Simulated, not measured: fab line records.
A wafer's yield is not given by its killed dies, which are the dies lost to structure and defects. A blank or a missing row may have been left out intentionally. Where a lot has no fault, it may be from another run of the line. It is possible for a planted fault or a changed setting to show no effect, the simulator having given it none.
Which tool is to blame? / flow gf180mcu / 72 wafers from 24 lots sampled at 6 of the route's 602 steps

WHAT THE GAUGES SHOWED, per wafer
GF_M2_OVL_MEAS_15. Usual: M2_OVL gives -2 nm (standard deviation 5.2).
lot=L074; measured=day 18 23:25; on=overlay-01; M2_OVL (nm)=-2 -1 -5; flag=
lot=L075; measured=day 19 14:59; on=overlay-01; M2_OVL (nm)=0 -4 7; flag=
lot=L076; measured=day 19 16:43; on=overlay-01; M2_OVL (nm)=-7 -7 -1; flag=
lot=L077; measured=day 19 23:38; on=overlay-02; M2_OVL (nm)=-1 -1 -4; flag=
lot=L078; measured=day 20 10:47; on=overlay-01; M2_OVL (nm)=-4 -6 8; flag=
lot=L079; measured=day 20 17:49; on=overlay-02; M2_OVL (nm)=-16 -12 -11; flag=
lot=L080; measured=day 21 00:09; on=overlay-01; M2_OVL (nm)=-7 -2 -7; flag=
lot=L081; measured=day 21 15:41; on=overlay-01; M2_OVL (nm)=4 3 -8; flag=
lot=L082; measured=day 22 00:32; on=overlay-02; M2_OVL (nm)=-3 5 1; flag=
lot=L083; measured=day 22 13:53; on=overlay-02; M2_OVL (nm)=2 -5 -1; flag=
lot=L084; measured=day 22 15:52; on=overlay-02; M2_OVL (nm)=0 9 0; flag=
lot=L085; measured=day 22 22:23; on=overlay-01; M2_OVL (nm)=-6 -4 -7; flag=
lot=L086; measured=day 23 06:11; on=overlay-02; M2_OVL (nm)=2 -1 3; flag=
lot=L087; measured=day 23 23:59; on=overlay-02; M2_OVL (nm)=-7 -8 -7; flag=
lot=L088; measured=day 24 00:08; on=overlay-02; M2_OVL (nm)=1 -6 0; flag=
lot=L089; measured=day 24 19:43; on=overlay-02; M2_OVL (nm)=-4 -1 0; flag=
lot=L090; measured=day 24 20:05; on=overlay-01; M2_OVL (nm)=0 -6 -1; flag=
lot=L091; measured=day 25 03:23; on=overlay-01; M2_OVL (nm)=-4 -3 3; flag=
lot=L093; measured=day 25 13:55; on=overlay-01; M2_OVL (nm)=-4 -2 -7; flag=
lot=L092; measured=day 25 15:55; on=overlay-01; M2_OVL (nm)=-10 -6 -2; flag=
lot=L094; measured=day 25 20:59; on=overlay-02; M2_OVL (nm)=7 10 4; flag=
lot=L095; measured=day 26 07:04; on=overlay-02; M2_OVL (nm)=-7 -7 -10; flag=
lot=L096; measured=day 26 08:41; on=overlay-02; M2_OVL (nm)=-6 -4 -2; flag=
lot=L097; measured=day 26 20:02; on=overlay-02; M2_OVL (nm)=7 0 6; flag=

GF_V2_THK_MEAS_01. Usual: V2_CVD_00_THK gives 600 nm (standard deviation 7.6).
lot=L074; measured=day 19 00:11; on=filmMetro-04; V2_CVD_00_THK (nm)=606 604 601; flag=
lot=L075; measured=day 19 15:52; on=filmMetro-04; V2_CVD_00_THK (nm)=609 606 606; flag=
lot=L076; measured=day 19 17:29; on=filmMetro-04; V2_CVD_00_THK (nm)=590 589 597; flag=
lot=L077; measured=day 20 00:23; on=filmMetro-02; V2_CVD_00_THK (nm)=597 598 596; flag=
lot=L078; measured=day 20 11:34; on=filmMetro-04; V2_CVD_00_THK (nm)=603 594 606; flag=
lot=L079; measured=day 20 18:34; on=filmMetro-02; V2_CVD_00_THK (nm)=595 594 592; flag=
lot=L080; measured=day 21 00:55; on=filmMetro-02; V2_CVD_00_THK (nm)=592 603 595; flag=
lot=L081; measured=day 21 16:26; on=filmMetro-01; V2_CVD_00_THK (nm)=611 605 609; flag=
lot=L082; measured=day 22 01:18; on=filmMetro-04; V2_CVD_00_THK (nm)=583 586 588; flag=
lot=L083; measured=day 22 14:43; on=filmMetro-01; V2_CVD_00_THK (nm)=610 604 611; flag=
lot=L084; measured=day 22 16:37; on=filmMetro-02; V2_CVD_00_THK (nm)=601 604 601; flag=
lot=L085; measured=day 22 23:11; on=filmMetro-01; V2_CVD_00_THK (nm)=615 607 602; flag=
lot=L086; measured=day 23 06:56; on=filmMetro-01; V2_CVD_00_THK (nm)=618 610 615; flag=
lot=L087; measured=day 24 00:46; on=filmMetro-01; V2_CVD_00_THK (nm)=597 592 604; flag=
lot=L088; measured=day 24 00:58; on=filmMetro-01; V2_CVD_00_THK (nm)=589 592 601; flag=
lot=L089; measured=day 24 20:28; on=filmMetro-02; V2_CVD_00_THK (nm)=600 595 598; flag=
lot=L090; measured=day 24 20:50; on=filmMetro-02; V2_CVD_00_THK (nm)=597 605 603; flag=
lot=L091; measured=day 25 04:08; on=filmMetro-02; V2_CVD_00_THK (nm)=602 596 598; flag=
lot=L093; measured=day 25 14:47; on=filmMetro-01; V2_CVD_00_THK (nm)=591 606 596; flag=
lot=L092; measured=day 25 16:47; on=filmMetro-02; V2_CVD_00_THK (nm)=594 598 596; flag=
lot=L094; measured=day 25 21:49; on=filmMetro-02; V2_CVD_00_THK (nm)=610 601 606; flag=
lot=L095; measured=day 26 07:50; on=filmMetro-01; V2_CVD_00_THK (nm)=606 605 599; flag=
lot=L096; measured=day 26 09:34; on=filmMetro-02; V2_CVD_00_THK (nm)=600 611 606; flag=
lot=L097; measured=day 26 20:50; on=filmMetro-02; V2_CVD_00_THK (nm)=595 597 601; flag=

GF_PASSIVATION_THK_MEAS_01. Usual: PASSIVATION_CVD_00_THK gives 1001 nm (standard deviation 13).
lot=L074; measured=day 28 00:10; on=filmMetro-02; PASSIVATION_CVD_00_THK (nm)=995 1001 1008; flag=
lot=L075; measured=day 28 12:29; on=filmMetro-02; PASSIVATION_CVD_00_THK (nm)=973 982 1002; flag=
lot=L076; measured=day 28 13:13; on=filmMetro-01; PASSIVATION_CVD_00_THK (nm)=968 984 1004; flag=
lot=L077; measured=day 28 17:47; on=filmMetro-01; PASSIVATION_CVD_00_THK (nm)=996 1020 1014; flag=
lot=L078; measured=day 29 01:27; on=filmMetro-01; PASSIVATION_CVD_00_THK (nm)=983 1003 991; flag=
lot=L079; measured=day 29 07:58; on=filmMetro-04; PASSIVATION_CVD_00_THK (nm)=990 999 999; flag=
lot=L080; measured=day 29 14:00; on=filmMetro-01; PASSIVATION_CVD_00_THK (nm)=1025 1016 1020; flag=
lot=L081; measured=day 30 00:49; on=filmMetro-02; PASSIVATION_CVD_00_THK (nm)=1000 1000 1006; flag=
lot=L082; measured=day 30 08:34; on=filmMetro-04; PASSIVATION_CVD_00_THK (nm)=989 1007 1023; flag=
lot=L083; measured=day 30 18:26; on=filmMetro-02; PASSIVATION_CVD_00_THK (nm)=996 999 1003; flag=
lot=L084; measured=day 30 18:50; on=filmMetro-02; PASSIVATION_CVD_00_THK (nm)=977 1025 1004; flag=
lot=L085; measured=day 31 01:20; on=filmMetro-02; PASSIVATION_CVD_00_THK (nm)=995 1028 1019; flag=
lot=L086; measured=day 31 07:41; on=filmMetro-02; PASSIVATION_CVD_00_THK (nm)=987 986 997; flag=
lot=L087; measured=day 31 20:32; on=filmMetro-01; PASSIVATION_CVD_00_THK (nm)=1001 1002 1005; flag=
lot=L088; measured=day 31 22:16; on=filmMetro-02; PASSIVATION_CVD_00_THK (nm)=992 1021 1001; flag=
lot=L089; measured=day 32 10:41; on=filmMetro-04; PASSIVATION_CVD_00_THK (nm)=998 1001 1027; flag=
lot=L090; measured=day 32 12:26; on=filmMetro-02; PASSIVATION_CVD_00_THK (nm)=999 991 999; flag=
lot=L091; measured=day 32 18:52; on=filmMetro-02; PASSIVATION_CVD_00_THK (nm)=995 1009 1014; flag=
lot=L093; measured=day 33 02:35; on=filmMetro-02; PASSIVATION_CVD_00_THK (nm)=967 1009 995; flag=
lot=L092; measured=day 33 03:40; on=filmMetro-02; PASSIVATION_CVD_00_THK (nm)=991 991 1003; flag=
lot=L094; measured=day 33 08:02; on=filmMetro-04; PASSIVATION_CVD_00_THK (nm)=1002 1020 1017; flag=
lot=L095; measured=day 33 15:11; on=filmMetro-04; PASSIVATION_CVD_00_THK (nm)=996 1020 1011; flag=
lot=L096; measured=day 33 16:37; on=filmMetro-02; PASSIVATION_CVD_00_THK (nm)=1007 990 1009; flag=
lot=L097; measured=day 34 02:07; on=filmMetro-04; PASSIVATION_CVD_00_THK (nm)=987 996 1007; flag=

GF_PASSIVATION_BOW_MEAS_14. Usual: PASSIVATION_BOW gives 137 um (standard deviation 12).
lot=L074; measured=day 28 22:57; on=filmMetro-04; PASSIVATION_BOW (um)=130 121 126; flag=
lot=L075; measured=day 29 09:34; on=filmMetro-01; PASSIVATION_BOW (um)=142 135 131; flag=
lot=L076; measured=day 29 10:25; on=filmMetro-01; PASSIVATION_BOW (um)=139 127 129; flag=
lot=L077; measured=day 29 15:00; on=filmMetro-02; PASSIVATION_BOW (um)=130 136 134; flag=
lot=L078; measured=day 29 21:47; on=filmMetro-01; PASSIVATION_BOW (um)=141 137 122; flag=
lot=L079; measured=day 30 04:39; on=filmMetro-04; PASSIVATION_BOW (um)=131 123 131; flag=
lot=L080; measured=day 30 10:37; on=filmMetro-04; PASSIVATION_BOW (um)=127 139 139; flag=
lot=L081; measured=day 30 20:25; on=filmMetro-04; PASSIVATION_BOW (um)=150 147 145; flag=
lot=L082; measured=day 31 04:11; on=filmMetro-01; PASSIVATION_BOW (um)=134 135 145; flag=
lot=L083; measured=day 31 14:08; on=filmMetro-02; PASSIVATION_BOW (um)=167 161 157; flag=
lot=L084; measured=day 31 14:12; on=filmMetro-04; PASSIVATION_BOW (um)=144 139 142; flag=
lot=L085; measured=day 31 20:48; on=filmMetro-01; PASSIVATION_BOW (um)=122 133 138; flag=
lot=L086; measured=day 32 02:51; on=filmMetro-04; PASSIVATION_BOW (um)=125 152 141; flag=
lot=L087; measured=day 32 15:04; on=filmMetro-04; PASSIVATION_BOW (um)=120 124 125; flag=
lot=L088; measured=day 32 16:35; on=filmMetro-01; PASSIVATION_BOW (um)=128 119 118; flag=
lot=L089; measured=day 33 04:55; on=filmMetro-02; PASSIVATION_BOW (um)=134 128 136; flag=
lot=L090; measured=day 33 06:47; on=filmMetro-01; PASSIVATION_BOW (um)=157 151 158; flag=
lot=L091; measured=day 33 13:00; on=filmMetro-01; PASSIVATION_BOW (um)=139 127 136; flag=
lot=L093; measured=day 33 19:39; on=filmMetro-02; PASSIVATION_BOW (um)=145 135 150; flag=
lot=L092; measured=day 33 21:18; on=filmMetro-04; PASSIVATION_BOW (um)=136 129 139; flag=
lot=L094; measured=day 34 01:21; on=filmMetro-04; PASSIVATION_BOW (um)=130 137 137; flag=
lot=L095; measured=day 34 07:49; on=filmMetro-01; PASSIVATION_BOW (um)=149 141 137; flag=
lot=L096; measured=day 34 09:25; on=filmMetro-02; PASSIVATION_BOW (um)=131 154 153; flag=
lot=L097; measured=day 34 18:32; on=filmMetro-02; PASSIVATION_BOW (um)=135 129 130; flag=

WHICH TOOL RAN EACH LOT (tool, then ch and the chambers of the sampled wafers, then the start)
lot=L074; GF_V1_CMP_04=cmp-02 ch 1,2,3, day 16 21:03; GF_V3_CMP_04=cmp-01 ch 1,2, day 21 05:25
lot=L075; GF_V1_CMP_04=cmp-02 ch 0,2,3, day 17 12:59; GF_V3_CMP_04=cmp-02 ch 1,2,3, day 21 21:08
lot=L076; GF_V1_CMP_04=cmp-02 ch 0,1,2, day 17 13:54; GF_V3_CMP_04=cmp-02 ch 0,1,2, day 21 22:55
lot=L077; GF_V1_CMP_04=cmp-02 ch 2,3, day 17 20:10; GF_V3_CMP_04=cmp-02 ch 2,3, day 22 04:22
lot=L078; GF_V1_CMP_04=cmp-01 ch 1,2, day 18 06:37; GF_V3_CMP_04=cmp-02 ch 2,3, day 22 13:53
lot=L079; GF_V1_CMP_04=cmp-02 ch 2,3, day 18 13:38; GF_V3_CMP_04=cmp-01 ch 0,1,2, day 22 21:10
lot=L080; GF_V1_CMP_04=cmp-01 ch 0,2,3, day 18 20:43; GF_V3_CMP_04=cmp-01 ch 0,2,3, day 23 03:04
lot=L081; GF_V1_CMP_04=cmp-01 ch 0,1,2, day 19 12:08; GF_V3_CMP_04=cmp-01 ch 1,2,3, day 23 16:46
lot=L082; GF_V1_CMP_04=cmp-02 ch 1,3, day 19 22:56; GF_V3_CMP_04=cmp-01 ch 2,3, day 24 02:17
lot=L083; GF_V1_CMP_04=cmp-02 ch 0,2,3, day 20 12:46; GF_V3_CMP_04=cmp-02 ch 0,3, day 24 14:20
lot=L084; GF_V1_CMP_04=cmp-01 ch 0,2,3, day 20 13:41; GF_V3_CMP_04=cmp-01 ch 0,1,3, day 24 15:58
lot=L085; GF_V1_CMP_04=cmp-02 ch 0,2, day 20 20:20; GF_V3_CMP_04=cmp-01 ch 0,1,2, day 24 22:54
lot=L086; GF_V1_CMP_04=cmp-02 ch 0,1,2, day 21 05:14; GF_V3_CMP_04=cmp-02 ch 0,2,3, day 25 06:05
lot=L087; GF_V1_CMP_04=cmp-02 ch 0,1,2, day 21 23:49; GF_V3_CMP_04=cmp-01 ch 1,2,3, day 25 22:06
lot=L088; GF_V1_CMP_04=cmp-01 ch 1,2,3, day 22 00:53; GF_V3_CMP_04=cmp-02 ch 0,1,3, day 25 23:38
lot=L089; GF_V1_CMP_04=cmp-01 ch 0,2,3, day 22 22:04; GF_V3_CMP_04=cmp-01 ch 1,3, day 26 17:20
lot=L090; GF_V1_CMP_04=cmp-02 ch 2,3, day 22 22:21; GF_V3_CMP_04=cmp-01 ch 1,2,3, day 26 18:32
lot=L091; GF_V1_CMP_04=cmp-01 ch 0,1,2, day 23 06:46; GF_V3_CMP_04=cmp-02 ch 0,2, day 27 01:36
lot=L093; GF_V1_CMP_04=cmp-02 ch 0,1,2, day 23 16:41; GF_V3_CMP_04=cmp-02 ch 0,2,3, day 27 11:10
lot=L092; GF_V1_CMP_04=cmp-02 ch 1,2,3, day 23 17:40; GF_V3_CMP_04=cmp-02 ch 0,2,3, day 27 12:44
lot=L094; GF_V1_CMP_04=cmp-02 ch 0,2,3, day 24 00:34; GF_V3_CMP_04=cmp-02 ch 1,2,3, day 27 17:20
lot=L095; GF_V1_CMP_04=cmp-02 ch 1,2,3, day 24 11:29; GF_V3_CMP_04=cmp-01 ch 0,3, day 28 02:20
lot=L096; GF_V1_CMP_04=cmp-01 ch 0,1,2, day 24 12:11; GF_V3_CMP_04=cmp-02 ch 1,2,3, day 28 05:20
lot=L097; GF_V1_CMP_04=cmp-01 ch 0,1,2, day 25 00:22; GF_V3_CMP_04=cmp-01 ch 0,2,3, day 28 16:52
- GF_V1_CMP_04: polishes SiO2.
- GF_V3_CMP_04: polishes SiO2.

AS READ BY THE TOOLS THEMSELVES (means over the sampled wafers that have a number; for cases with no such wafer, the mark the record gives instead)
GF_V1_CMP_04. Usual: motorCurrentA 12.5 A, standard deviation 1.2; platenRpm 60.00 rpm, standard deviation 0.037; timeToEndpointS 82 s, standard deviation 6.2.
lot=L074; tool=cmp-02; motorCurrentA (A)=12.6; platenRpm (rpm)=60.01; timeToEndpointS (s)=72; flag=
lot=L075; tool=cmp-02; motorCurrentA (A)=12.7; platenRpm (rpm)=60.03; timeToEndpointS (s)=82; flag=
lot=L076; tool=cmp-02; motorCurrentA (A)=12.5; platenRpm (rpm)=60.01; timeToEndpointS (s)=75; flag=
lot=L077; tool=cmp-02; motorCurrentA (A)=13.5; platenRpm (rpm)=59.97; timeToEndpointS (s)=81; flag=
lot=L078; tool=cmp-01; motorCurrentA (A)=10.5; platenRpm (rpm)=60.01; timeToEndpointS (s)=80; flag=
lot=L079; tool=cmp-02; motorCurrentA (A)=13.5; platenRpm (rpm)=59.99; timeToEndpointS (s)=86; flag=
lot=L080; tool=cmp-01; motorCurrentA (A)=12.8; platenRpm (rpm)=60.00; timeToEndpointS (s)=81; flag=
lot=L081; tool=cmp-01; motorCurrentA (A)=11.4; platenRpm (rpm)=59.99; timeToEndpointS (s)=73; flag=
lot=L082; tool=cmp-02; motorCurrentA (A)=12.5; platenRpm (rpm)=60.00; timeToEndpointS (s)=85; flag=
lot=L083; tool=cmp-02; motorCurrentA (A)=13.3; platenRpm (rpm)=60.02; timeToEndpointS (s)=84; flag=
lot=L084; tool=cmp-01; motorCurrentA (A)=12.5; platenRpm (rpm)=60.02; timeToEndpointS (s)=81; flag=
lot=L085; tool=cmp-02; motorCurrentA (A)=13.7; platenRpm (rpm)=59.98; timeToEndpointS (s)=85; flag=
lot=L086; tool=cmp-02; motorCurrentA (A)=12.7; platenRpm (rpm)=60.01; timeToEndpointS (s)=81; flag=
lot=L087; tool=cmp-02; motorCurrentA (A)=12.7; platenRpm (rpm)=60.03; timeToEndpointS (s)=86; flag=
lot=L088; tool=cmp-01; motorCurrentA (A)=11.7; platenRpm (rpm)=59.98; timeToEndpointS (s)=77; flag=
lot=L089; tool=cmp-01; motorCurrentA (A)=12.4; platenRpm (rpm)=60.02; timeToEndpointS (s)=74; flag=
lot=L090; tool=cmp-02; motorCurrentA (A)=13.6; platenRpm (rpm)=59.99; timeToEndpointS (s)=87; flag=
lot=L091; tool=cmp-01; motorCurrentA (A)=11.6; platenRpm (rpm)=59.97; timeToEndpointS (s)=81; flag=
lot=L093; tool=cmp-02; motorCurrentA (A)=12.8; platenRpm (rpm)=60.00; timeToEndpointS (s)=91; flag=
lot=L092; tool=cmp-02; motorCurrentA (A)=12.9; platenRpm (rpm)=59.99; timeToEndpointS (s)=84; flag=
lot=L094; tool=cmp-02; motorCurrentA (A)=13.4; platenRpm (rpm)=59.97; timeToEndpointS (s)=84; flag=
lot=L095; tool=cmp-02; motorCurrentA (A)=12.8; platenRpm (rpm)=60.00; timeToEndpointS (s)=85; flag=
lot=L096; tool=cmp-01; motorCurrentA (A)=11.2; platenRpm (rpm)=60.01; timeToEndpointS (s)=76; flag=
lot=L097; tool=cmp-01; motorCurrentA (A)=11.4; platenRpm (rpm)=60.03; timeToEndpointS (s)=83; flag=

GF_V3_CMP_04. Usual: motorCurrentA 12.4 A, standard deviation 1.2; platenRpm 60.00 rpm, standard deviation 0.04; timeToEndpointS 79 s, standard deviation 5.6.
lot=L074; tool=cmp-01; motorCurrentA (A)=10.4; platenRpm (rpm)=60.00; timeToEndpointS (s)=79; flag=
lot=L075; tool=cmp-02; motorCurrentA (A)=12.3; platenRpm (rpm)=60.05; timeToEndpointS (s)=85; flag=
lot=L076; tool=cmp-02; motorCurrentA (A)=12.8; platenRpm (rpm)=59.97; timeToEndpointS (s)=83; flag=
lot=L077; tool=cmp-02; motorCurrentA (A)=12.9; platenRpm (rpm)=60.02; timeToEndpointS (s)=84; flag=
lot=L078; tool=cmp-02; motorCurrentA (A)=13.2; platenRpm (rpm)=59.98; timeToEndpointS (s)=84; flag=
lot=L079; tool=cmp-01; motorCurrentA (A)=11.3; platenRpm (rpm)=60.00; timeToEndpointS (s)=83; flag=
lot=L080; tool=cmp-01; motorCurrentA (A)=12.7; platenRpm (rpm)=59.98; timeToEndpointS (s)=80; flag=
lot=L081; tool=cmp-01; motorCurrentA (A)=11.6; platenRpm (rpm)=59.99; timeToEndpointS (s)=77; flag=
lot=L082; tool=cmp-01; motorCurrentA (A)=12.1; platenRpm (rpm)=60.02; timeToEndpointS (s)=80; flag=
lot=L083; tool=cmp-02; motorCurrentA (A)=12.6; platenRpm (rpm)=59.99; timeToEndpointS (s)=83; flag=
lot=L084; tool=cmp-01; motorCurrentA (A)=11.9; platenRpm (rpm)=60.03; timeToEndpointS (s)=84; flag=
lot=L085; tool=cmp-01; motorCurrentA (A)=11.3; platenRpm (rpm)=60.01; timeToEndpointS (s)=78; flag=
lot=L086; tool=cmp-02; motorCurrentA (A)=12.8; platenRpm (rpm)=60.02; timeToEndpointS (s)=76; flag=
lot=L087; tool=cmp-01; motorCurrentA (A)=11.6; platenRpm (rpm)=60.05; timeToEndpointS (s)=76; flag=
lot=L088; tool=cmp-02; motorCurrentA (A)=12.6; platenRpm (rpm)=59.99; timeToEndpointS (s)=75; flag=
lot=L089; tool=cmp-01; motorCurrentA (A)=11.3; platenRpm (rpm)=60.02; timeToEndpointS (s)=79; flag=
lot=L090; tool=cmp-01; motorCurrentA (A)=11.7; platenRpm (rpm)=59.98; timeToEndpointS (s)=75; flag=
lot=L091; tool=cmp-02; motorCurrentA (A)=12.5; platenRpm (rpm)=59.98; timeToEndpointS (s)=71; flag=
lot=L093; tool=cmp-02; motorCurrentA (A)=12.5; platenRpm (rpm)=60.01; timeToEndpointS (s)=72; flag=
lot=L092; tool=cmp-02; motorCurrentA (A)=13.0; platenRpm (rpm)=59.98; timeToEndpointS (s)=70; flag=
lot=L094; tool=cmp-02; motorCurrentA (A)=13.2; platenRpm (rpm)=60.02; timeToEndpointS (s)=81; flag=
lot=L095; tool=cmp-01; motorCurrentA (A)=13.1; platenRpm (rpm)=60.01; timeToEndpointS (s)=84; flag=
lot=L096; tool=cmp-02; motorCurrentA (A)=12.9; platenRpm (rpm)=60.01; timeToEndpointS (s)=77; flag=
lot=L097; tool=cmp-01; motorCurrentA (A)=12.5; platenRpm (rpm)=59.94; timeToEndpointS (s)=83; flag=

THE ANSWER, worked out from the rows above alone
Rule: take the mean of a lot's wafers that have a number; if it is more than 3 standard deviations from the usual mean, the lot is off. A lot without any number at a reading at which 4 lots or more have one is off too. Where the step has rows for the other lots, those lots are counted as sound. The gauges are gone through in route order, then the tools' own readings, and for those a lot's mean is taken as printed above. The first step at which some lot is off is used, and at that step the reading that is off furthest; a lot without a number counts as furthest.
None of the lots is off at any reading shown; this tells nothing.

WHAT WAS PUT IN BY THE SIMULATOR
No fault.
